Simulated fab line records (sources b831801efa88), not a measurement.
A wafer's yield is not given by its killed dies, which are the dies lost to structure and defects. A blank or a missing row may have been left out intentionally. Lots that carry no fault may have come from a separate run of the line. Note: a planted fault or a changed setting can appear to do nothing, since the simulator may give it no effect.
fab line records | flow gf180mcu
[record] lots = 6 | wafers = 18 | last-day = 34
route steps=602 shown TOP_METAL@586 PASSIVATION@587
lots that met no fault: taken from a fault-free run of the same line
start-h: hours from the record's opening day to when the first of the lot's shown wafers began | wait-h: hours since the lot's step before | " unchanged from the row above | L1.1+2: one row covering several wafers at once | - no value present, or no start provided | * or withheld: withheld | < > ~ a bound
route shown NAME@n: a module of which the file shows steps, and the number in the route of the first | usual: the fault-free wafers' mean and standard deviation | same: alike in all rows | chamber/n: place in a boat | sites: the reading at each site | _std_site: the standard deviation of these | _edge_site: the outer-site mean with the inner-site mean subtracted | radius-mm: how far each site lies from the wafer's centre | mask NAME#n: copy n | behind: the most recent tool/chamber to have shaped the wafer | hold: reason for holding the lot/hours on hold/outcome of the hold | device: names the non-switching transistor (n, p or np) | end of line: at the end of the route, the tests of the same wafers | a step given without rows: its recipe and nothing more | killed: at the first sort, the dies lost to defects and structure; wafer yield is something else | map: shows each die of a wafer: x if killed, . if not, _ if none is there
set.NAME: the run value of the setting; set.NAME@STEP: its run value at that earlier step | model.NAME: the simulator's own value behind a step, which no gauge read
lots at selected steps of the route; one table per step, one row per wafer
services: from which hour (start-h, from the record's first day; less than 0 if before it) a tool's chamber was out of use, for how many hours, and why
[[steps]]
[step GF_TOP_METAL_CLEAN_19]
[recipe] chemistry = DIW | dry = n2-spin
[step GF_PASSIVATION_CVD_00]
[recipe] material = SiO2 | target-thk-nm = 1000 | precursor = TEOS | temp-c = 400 | time-s = 111.95 | rf-w = 600
[usual] heater-power-outer-w = 398/82 | heater-power-w = 688/130 | susceptor-temp-C = 400.04/0.21
lot.wafer | tool     | chamber | start-h | wait-h | heater-power-outer-w | heater-power-w | susceptor-temp-C
L717.3    | pecvd-01 | 2       | 711.66  | 0.0    | 469                  | 800            | 400.16
L717.4    | "        | 0       | "       | "      | 310                  | 522            | 399.87
L717.6    | "        | 1       | "       | "      | 284                  | 530            | 399.91
L722.1    | pecvd-02 | 0       | 747.51  | 0.0    | 376                  | 610            | 399.82
L722.3    | "        | 2       | "       | "      | 400                  | 702            | 399.99
L722.6    | "        | 2       | "       | "      | 301                  | 568            | 399.55
L725.2    | pecvd-01 | 0       | 762.75  | 0.0    | 386                  | 640            | 399.61
L725.4    | "        | 0       | "       | "      | 299                  | 532            | 399.90
L725.6    | "        | 2       | "       | "      | 618                  | 984            | 400.17
L727.1    | pecvd-03 | 0       | 775.44  | 0.0    | 365                  | 620            | 400.13
L727.2    | "        | 1       | "       | "      | 418                  | 750            | 400.06
L727.4    | "        | 0       | "       | "      | 274                  | 502            | 399.75
L731.1    | pecvd-01 | 0       | 794.27  | 0.0    | 382                  | 651            | 400.07
L731.3    | "        | 1       | "       | "      | 350                  | 590            | 400.07
L731.4    | "        | 1       | "       | "      | 375                  | 638            | 399.99
L732.2    | pecvd-03 | 1       | 803.88  | 0.0    | 422                  | 747            | 399.77
L732.4    | "        | 1       | "       | "      | 458                  | 776            | 400.33
L732.6    | "        | 2       | "       | "      | 489                  | 817            | 400.36
[step GF_PASSIVATION_THK_MEAS_01]
[recipe] reads = SiO2_of_PASSIVATION_CVD_00
[usual] PASSIVATION_CVD_00_THK = 998/13
lot.wafer | tool          | chamber | start-h | wait-h | PASSIVATION_CVD_00_THK[nm]
L717.3    | film-metro-04 | -       | 711.76  | 0.1    | 1002
L717.4    | "             | -       | "       | "      | 1011
L717.6    | "             | -       | "       | "      | 1019
L722.1    | film-metro-01 | -       | 747.59  | 0.0    | 982
L722.3    | "             | -       | "       | "      | 982
L722.6    | "             | -       | "       | "      | 1000
L725.2    | film-metro-03 | -       | 762.84  | 0.0    | 991
L725.4    | "             | -       | "       | "      | 1002
L725.6    | "             | -       | "       | "      | 999
L727.1    | film-metro-04 | -       | 775.52  | 0.0    | 1002
L727.2    | "             | -       | "       | "      | 998
L727.4    | "             | -       | "       | "      | 1009
L731.1    | film-metro-01 | -       | 794.35  | 0.0    | 982
L731.3    | "             | -       | "       | "      | 990
L731.4    | "             | -       | "       | "      | 1007
L732.2    | film-metro-04 | -       | 803.96  | 0.0    | 986
L732.4    | "             | -       | "       | "      | 1007
L732.6    | "             | -       | "       | "      | 993
[step GF_PASSIVATION_CVD_02]
[recipe] material = Si3N4 | target-thk-nm = 700 | time-s = 486.18 | temp-c = 400 | rf-w = 450
[usual] heater-power-outer-w = 449/81 | heater-power-w = 756/130 | susceptor-temp-C = 400.03/0.22
lot.wafer | tool     | chamber | start-h | wait-h | heater-power-outer-w | heater-power-w | susceptor-temp-C
L717.3    | pecvd-03 | 2       | 711.80  | 0.0    | 529                  | 877            | 400.11
L717.4    | "        | 1       | "       | "      | 402                  | 705            | 400.25
L717.6    | "        | 2       | "       | "      | 555                  | 917            | 399.88
L722.1    | pecvd-03 | 0       | 747.65  | 0.1    | 344                  | 613            | 399.84
L722.3    | "        | 2       | "       | "      | 564                  | 962            | 400.50
L722.6    | "        | 2       | "       | "      | 449                  | 771            | 400.36
L725.2    | pecvd-02 | 2       | 762.89  | 0.0    | 433                  | 733            | 400.32
L725.4    | "        | 0       | "       | "      | 407                  | 656            | 400.11
L725.6    | "        | 1       | "       | "      | 423                  | 770            | 399.91
L727.1    | pecvd-02 | 0       | 775.58  | 0.1    | 417                  | 679            | 399.99
L727.2    | "        | 2       | "       | "      | 350                  | 654            | 399.99
L727.4    | "        | 2       | "       | "      | 410                  | 692            | 400.04
L731.1    | pecvd-03 | 0       | 794.41  | 0.1    | 354                  | 619            | 400.21
L731.3    | "        | 2       | "       | "      | 544                  | 879            | 400.18
L731.4    | "        | 0       | "       | "      | 384                  | 669            | 400.50
L732.2    | pecvd-01 | 2       | 804.01  | 0.0    | 615                  | 1034           | 400.13
L732.4    | "        | 1       | "       | "      | 386                  | 650            | 400.02
L732.6    | "        | 2       | "       | "      | 504                  | 859            | 400.27
[step GF_PASSIVATION_THK_MEAS_03]
[recipe] reads = Si3N4_of_PASSIVATION_CVD_02
[usual] PASSIVATION_CVD_02_THK = 701/9
lot.wafer | tool          | chamber | start-h | wait-h | PASSIVATION_CVD_02_THK[nm]
L717.3    | film-metro-04 | -       | 712.11  | 0.2    | 698
L717.4    | "             | -       | "       | "      | 716
L717.6    | "             | -       | "       | "      | 701
L722.1    | film-metro-01 | -       | 747.94  | 0.1    | 688
L722.3    | "             | -       | "       | "      | 708
L722.6    | "             | -       | "       | "      | 707
L725.2    | film-metro-03 | -       | 763.19  | 0.2    | 696
L725.4    | "             | -       | "       | "      | 705
L725.6    | "             | -       | "       | "      | 702
L727.1    | film-metro-04 | -       | 775.87  | 0.1    | 704
L727.2    | "             | -       | "       | "      | 694
L727.4    | "             | -       | "       | "      | 700
L731.1    | film-metro-01 | -       | 794.70  | 0.1    | 696
L731.3    | "             | -       | "       | "      | 700
L731.4    | "             | -       | "       | "      | 707
L732.2    | film-metro-03 | -       | 804.31  | 0.2    | 695
L732.4    | "             | -       | "       | "      | 708
L732.6    | "             | -       | "       | "      | 703
[step GF_PASSIVATION_DEHYDRATE_04]
[recipe] temp-c = 200 | time-s = 60
[step GF_PASSIVATION_HMDS_05]
[recipe] prime-time-s = 60 | prime-temp-c = 120
[step GF_PASSIVATION_COAT_06]
[recipe] spin-rpm = 2000 | resist-thk-nm = 4000
[step GF_PASSIVATION_SOFTBAKE_07]
[recipe] temp-c = 110 | time-s = withheld
[step GF_PASSIVATION_EXPOSE_08]
[recipe] mask-id = Pad | target-cd-nm = 40000 | na = 0.57 | dose-mj = 310
[step GF_PASSIVATION_PEB_09]
[recipe] temp-c = 115 | time-s = withheld
[step GF_PASSIVATION_DEVELOP_10]
[recipe] develop-time-s = 60 | dev-temp-c = 23
[step GF_PASSIVATION_ETCH_11]
[recipe] chemistry = CF4/O2 | target-depth-nm = 1800 | stop-on = TiN | source-w = 777.5 | bias-w = 150 | pressure-mtorr = 150 | cf4-flow-sccm = 80 | O2_flow_sccm = 10 | time-s = 400
[usual] drypump-motor-current-A = 5.6/0.42 | oes-product-au = 0.961/0.0073 | throttle-valve-pct = 5.960/0.0092
lot.wafer | tool        | chamber | start-h | wait-h | drypump-motor-current-A | oes-product-au | rf-hours-counter-h | throttle-valve-pct | model.PASSIVATION.feature-depth-nm | model.etch.depth-nm | model.coat_of_PASSIVATION_COAT_06.thk-nm
L717.3    | rie-diel-02 | 0       | 729.83  | -      | 6.1                     | 0.964          | 15                 | 5.974              | 1701                               | 1701                | 2828
L717.4    | "           | 3       | "       | "      | 5.2                     | 0.975          | 3                  | 5.969              | 1728                               | 1728                | 2826
L717.6    | "           | 3       | "       | "      | 5.2                     | 0.972          | -                  | 5.971              | 1721                               | 1721                | 2816
L722.1    | rie-diel-03 | 2       | 764.80  | -      | 5.4                     | 0.950          | 13                 | 5.956              | 1671                               | 1671                | 2817
L722.3    | "           | 1       | "       | "      | 5.4                     | 0.960          | 10                 | 5.957              | 1690                               | 1690                | 2800
L722.6    | "           | 3       | "       | "      | 5.5                     | 0.953          | -                  | 5.953              | 1708                               | 1708                | 2804
L725.2    | rie-diel-02 | 1       | 778.66  | -      | 6.1                     | 0.901          | 14                 | 5.953              | 1520                               | 1520                | 2972
L725.4    | "           | 2       | "       | "      | 5.3                     | 0.885          | -                  | 5.952              | 1490                               | 1490                | 3016
L725.6    | "           | 1       | "       | "      | 6.1                     | 0.906          | -                  | 5.942              | 1523                               | 1523                | 2982
L727.1    | rie-diel-02 | 2       | 791.48  | -      | 5.3                     | 0.886          | 18                 | 5.936              | 1481                               | 1481                | 3012
L727.2    | "           | 0       | "       | "      | 6.1                     | 0.896          | 19                 | 5.926              | 1505                               | 1505                | 2995
L727.4    | "           | 3       | "       | "      | 5.2                     | 0.895          | 6                  | 5.942              | 1506                               | 1506                | 2990
L731.1    | rie-diel-03 | 1       | 809.35  | -      | 5.4                     | 0.953          | 13                 | 5.946              | 1679                               | 1679                | 2815
L731.3    | "           | 2       | "       | "      | 5.4                     | 0.959          | 15                 | 5.965              | 1690                               | 1690                | 2818
L731.4    | "           | 0       | "       | "      | 5.5                     | 0.959          | 15                 | 5.961              | 1713                               | 1713                | 2844
L732.2    | rie-diel-01 | 2       | 818.25  | -      | 5.6                     | 0.950          | 4                  | 5.971              | 1682                               | 1682                | 2820
L732.4    | "           | 1       | "       | "      | 5.5                     | 0.977          | 17                 | 5.938              | 1714                               | 1714                | 2799
L732.6    | "           | 2       | "       | "      | 5.6                     | 0.962          | -                  | 5.959              | 1697                               | 1697                | 2833
[step GF_PASSIVATION_STRIP_12]
[recipe] chemistry = O2/N2 | power-w = 1400 | pressure-mtorr = 1500 | platen-temp-c = 250 | o2-flow-sccm = 3000 | n2-flow-sccm = 300 | overash-fraction = 0.5
[usual] drypump-motor-current-A = 5.7/0.37 | heater-power-w = 374/24 | n2-flow-sccm = 299.8/0.88 | oes-product-au = 0.719/0.0041 | strip-time-to-endpoint-s = 35.13/0.2
lot.wafer | tool            | chamber | start-h | wait-h | drypump-motor-current-A | heater-power-w | n2-flow-sccm | oes-product-au | rf-hours-counter-h | strip-time-to-endpoint-s
L717.3    | plasma-asher-02 | 0       | 730.10  | 0.2    | 6.3                     | 392            | 300.3        | 0.714          | -                  | 35.11
L717.4    | "               | 1       | "       | "      | 5.8                     | 351            | 300.0        | 0.714          | -                  | 35.09
L717.6    | "               | 1       | "       | "      | 5.9                     | 352            | 300.1        | 0.716          | -                  | 34.97
L722.1    | plasma-asher-01 | 1       | 765.04  | 0.1    | 5.2                     | 396            | 298.8        | 0.718          | 38                 | 34.97
L722.3    | "               | 1       | "       | "      | 5.2                     | 392            | 300.6        | 0.721          | -                  | 34.79
L722.6    | "               | 0       | "       | "      | 5.4                     | 342            | 298.3        | 0.718          | -                  | 34.82
L725.2    | plasma-asher-03 | 1       | 778.89  | 0.1    | 5.9                     | 371            | 300.0        | 0.714          | 99                 | 36.75
L725.4    | "               | 0       | "       | "      | 6.0                     | 400            | 300.5        | 0.724          | -                  | 37.27
L725.6    | "               | 0       | "       | "      | 6.0                     | 408            | 299.3        | 0.719          | -                  | 36.87
L727.1    | plasma-asher-02 | 1       | 791.72  | 0.1    | 5.8                     | 369            | 300.4        | 0.724          | 4                  | 37.22
L727.2    | "               | 0       | "       | "      | 6.3                     | 401            | 299.1        | 0.723          | 4                  | 37.02
L727.4    | "               | 0       | "       | "      | 6.3                     | 385            | 298.4        | 0.719          | -                  | 36.95
L731.1    | plasma-asher-03 | 0       | 809.59  | 0.1    | 6.0                     | 411            | 299.7        | 0.721          | 102                | 34.97
L731.3    | "               | 0       | "       | "      | 6.0                     | 413            | 299.6        | 0.712          | -                  | 35.00
L731.4    | "               | 1       | "       | "      | 5.9                     | 355            | 300.5        | 0.722          | -                  | 35.32
L732.2    | plasma-asher-02 | 1       | 818.49  | 0.1    | 5.9                     | 354            | 299.0        | 0.719          | 6                  | 35.03
L732.4    | "               | 1       | "       | "      | 5.9                     | 358            | 301.1        | 0.721          | -                  | 34.77
L732.6    | "               | 1       | "       | "      | 5.9                     | 371            | 299.4        | 0.716          | -                  | 35.15
[step GF_PASSIVATION_ANNEAL_13]
[recipe] temp-c = 400 | time-s = 1800 | ambient = N2/H2 | idle-temp-c = 300 | ramp-up-c-per-min = 10 | ramp-down-c-per-min = 3
[[services]]
tool            | chamber | start-h | hours | kind
rie-diel-01     | 2       | 689.90  | 1.4   | repair
rie-diel-01     | 3       | 695.52  | 21.8  | repair
plasma-asher-03 | -       | 726.07  | 1.9   | repair
pecvd-03        | -       | 731.44  | 14.6  | pm
plasma-asher-02 | -       | 733.75  | 9.0   | pm
plasma-asher-02 | 0       | 733.75  | 9.0   | vent-cycle
plasma-asher-02 | 1       | 733.75  | 9.0   | vent-cycle
plasma-asher-02 | 0       | 742.75  | -     | clean
plasma-asher-02 | 1       | 742.75  | -     | clean
plasma-asher-02 | -       | 747.92  | 17.5  | pm
rie-diel-02     | 0       | 748.53  | 2.6   | repair
pecvd-01        | 0       | 764.38  | 6.0   | repair
plasma-asher-03 | -       | 766.92  | 2.0   | repair
pecvd-01        | -       | 773.65  | 0.7   | repair
rie-diel-02     | 3       | 776.88  | 4.7   | repair
plasma-asher-03 | -       | 785.11  | 2.8   | pm
plasma-asher-03 | -       | 787.96  | 4.2   | repair
rie-diel-03     | 0       | 795.90  | 6.0   | repair
plasma-asher-02 | -       | 796.56  | 2.8   | pm
pecvd-02        | -       | 799.38  | 14.0  | pm
pecvd-02        | 0       | 799.38  | 14.0  | vent-cycle
plasma-asher-02 | -       | 801.47  | 6.8   | repair
rie-diel-02     | 3       | 802.15  | 5.8   | repair
pecvd-03        | -       | 812.37  | 0.7   | repair
[[key]]
[first-sign] step = GF_PASSIVATION_ETCH_11 | reading = oes-product-au | direction = down | sigmas = 9.1 | usual = 0.961 | struck = 0.895
[effect] step = GF_PASSIVATION_ETCH_11 | reading = throttle-valve-pct | direction = down | sigmas = 2 | usual = 5.960 | struck = 5.942 | wafers-moved = 3
[effect] step = GF_PASSIVATION_STRIP_12 | reading = strip-time-to-endpoint-s | direction = up | sigmas = 9.6 | usual = * | struck = *
[model-effect] step = GF_PASSIVATION_ETCH_11 | value = PASSIVATION.feature-depth-nm | without = 1700 | struck = 1504
[model-effect] step = GF_PASSIVATION_PROBE_99 | value = etest.nplus-u.open | without = 0 | struck = 1
met-at GF_PASSIVATION_ETCH_11
struck-wafers L725.2,L725.4,L725.6,L727.1,L727.2,L727.4
later-rows-left-out L725.2,L725.4,L725.6,L727.1,L727.2,L727.4
sort-left-out L725.2,L725.4,L725.6,L727.1,L727.2,L727.4
onset-between 729.83 778.66
[fault] kind = process-parameter-drift | tool = rie-diel-02 | chamber = - | onset-h = 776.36 | steps = GF_PASSIVATION_ETCH_11 | channel = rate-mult | offset = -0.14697 | shape = step | end-h = 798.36
// sort-left-out: the simulated sort isn't trusted on such a fault, so these wafers' sort isn't shown, and their yield isn't known
// later-rows-left-out: the simulator's readings of these wafers behind a module that went badly wrong aren't trusted and aren't shown, but for the sort
